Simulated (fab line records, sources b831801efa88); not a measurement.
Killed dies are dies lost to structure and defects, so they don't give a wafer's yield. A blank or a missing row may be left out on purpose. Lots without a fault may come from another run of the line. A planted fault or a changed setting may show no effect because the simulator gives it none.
A struck lot beside a sound one | flow sky130 | 35 steps out of a route of 708
Sound: wafers L558.1, L558.4, L558.6. Struck: wafers L574.1, L574.4. (L574.6 of the same lot was not struck and is left out.) The cause comes at the end.
At each step with rows: each side's tool, then ch and its chambers, then its first start. Under that, the readings that differ: sound wafers | struck wafers | difference of the means | sigmas: that difference in standard deviations of wafers without a fault.
alike: readings whose means differ by less than 2 such deviations, and words and numbers that are the same on both sides. not compared: withheld readings, readings that some wafer has no value for, bounds like >300 that may hide the same value, and numbers for which the record gives no deviation and whose values overlap.
The two part at a step that has a row with sigmas, a row that says differs or no value, or rows on one side only. Numbers that don't overlap but have no deviation are shown without sigmas and don't part them. A reading that every wafer of one side lacks parts them only if that side has two wafers or more.

first, 10 steps without rows for these wafers: SKY_METAL1_HMDS_08 (prime time 60 s); SKY_METAL1_COAT_09 (resist thk 60 nm); SKY_METAL1_COAT_10 (resist thk 450 nm); SKY_METAL1_SOFTBAKE_11 (time 90 s); SKY_METAL1_EXPOSE_12 (exposes mask MM1, target cd 140 nm); SKY_METAL1_PEB_13; SKY_METAL1_DEVELOP_14 (develop time 60 s); SKY_METAL1_DESCUM_17 (chemistry O2, time 8 s); SKY_METAL1_ETCH_18 (etches BARC in N2/H2, stops on SiO2, time 45.9 s, target depth 60 nm); SKY_METAL1_METAL_ETCH_19 (etches the open film in Cl2/BCl3, stops on SiO2, target depth 360 nm, time 78 s).
SKY_METAL1_STRIP_20: strips in O2/N2.
  sound on plasma_asher-02 ch 0,1, day 33 05:13; struck on plasma_asher-02 ch 1, day 38 09:43
  alike: drypump_motor_current_A, n2_flow_sccm, o2_flow_sccm, oes_product_au, strip_time_to_endpoint_s
  not compared: rf_hours_counter_h
then, 23 steps without rows for these wafers: SKY_METAL1_STRIP_21 (strips in post etch residue remover, time 1200 s); SKY_METAL1_CLEAN_22 (cleans in IPA, time 180 s); SKY_METAL1_CLEAN_23 (cleans in O3/DIW); SKY_VIA1_HDPCVD_00 (deposits SiO2, target thk 1030 nm, time 171.7 s); SKY_VIA1_CMP_02 (polishes SiO2); SKY_VIA1_DEHYDRATE_04 (time 60 s); SKY_VIA1_HMDS_05 (prime time 60 s); SKY_VIA1_COAT_06 (resist thk 60 nm); SKY_VIA1_COAT_07 (resist thk 450 nm); SKY_VIA1_SOFTBAKE_08 (time 90 s); SKY_VIA1_EXPOSE_09 (exposes mask VIM, target cd 150 nm); SKY_VIA1_PEB_10; SKY_VIA1_DEVELOP_11 (develop time 60 s); SKY_VIA1_ETCH_14 (etches BARC in N2/H2, stops on SiO2, time 45.9 s, target depth 60 nm); SKY_VIA1_ETCH_15 (etches SiO2 in C4F8/O2/Ar, stops on TiN, target depth 351 nm, time 54 s); SKY_VIA1_STRIP_16 (strips in O2/N2); SKY_VIA1_STRIP_17 (strips in post etch residue remover, time 1200 s); SKY_VIA1_CLEAN_18 (cleans in IPA, time 180 s); SKY_VIA1_CLEAN_19 (cleans in O3/DIW); SKY_VIA1_SPUTTER_20 (material TiN, target thk 20 nm, time 80 s); SKY_VIA1_CVD_21 (deposits W, target thk 270 nm, time 80.902 s); SKY_VIA1_CMP_24 (polishes, stops on SiO2, t overpolish 15 s, target thk 0 nm); SKY_METAL2_SPUTTER_00 (material Ti, target thk 15 nm, time 10 s).
-- the record jumps here: 11 days lie between the struck wafers' starts before and after (it left off in module METAL2 and takes up again in module PAD_OPEN, whose first step shown is number 708 of the route) --
SKY_PAD_OPEN_PROBE_99:
  sound on prober-02, day 46 02:47; struck on prober-02, day 49 21:00
  reading                               | sound              | struck      | difference | sigmas
  defect_limited_yield (%)              | 81.1 82.1 84.1     | 74.6 73.8   | -8.2       | -4
  killed_at_M0_to_M3                    | 41 32 41           | 97 89       | +55        | +8
  killed_dies                           | 93 88 78           | 125 129     | +41        | +4
  sort_bin_3_pad_short (%)              | 0.8 0.4 0.8        | 3.7 5.1     | +3.7       | +9
  sort_bin_5_function (%)               | 10.4 11.0 11.2     | 15.4 16.9   | +5.3       | +3
  sort_n_pass                           | 399 404 414        | 367 363     | -41        | -4
  sort_yield_pct (%)                    | 81.1 82.1 84.1     | 74.6 73.8   | -8.2       | -4
  model.etest.tester.sort_n_pass        | 399 404 414        | 367 363     | -41        |
  model.etest.tester.sort_yield_pct (%) | 81.1 82.11 84.15   | 74.59 73.78 | -8.27      |
  model.etest.tester.sort_bin_5_pct (%) | 10.37 10.98 11.18  | 15.45 16.87 | +5.32      |
  model.etest.tester.sort_bin_3_pct (%) | 0.813 0.4065 0.813 | 3.659 5.081 | +3.692     |
  alike: killed_at_M4_up, killed_at_contacts, killed_at_front_end, killed_at_other, killed_on_rim, killed_open, killed_short, sort_bin_6_memory

WHERE THEY PART
Only at SKY_PAD_OPEN_PROBE_99, within this record.

WHY: what the simulator had put in
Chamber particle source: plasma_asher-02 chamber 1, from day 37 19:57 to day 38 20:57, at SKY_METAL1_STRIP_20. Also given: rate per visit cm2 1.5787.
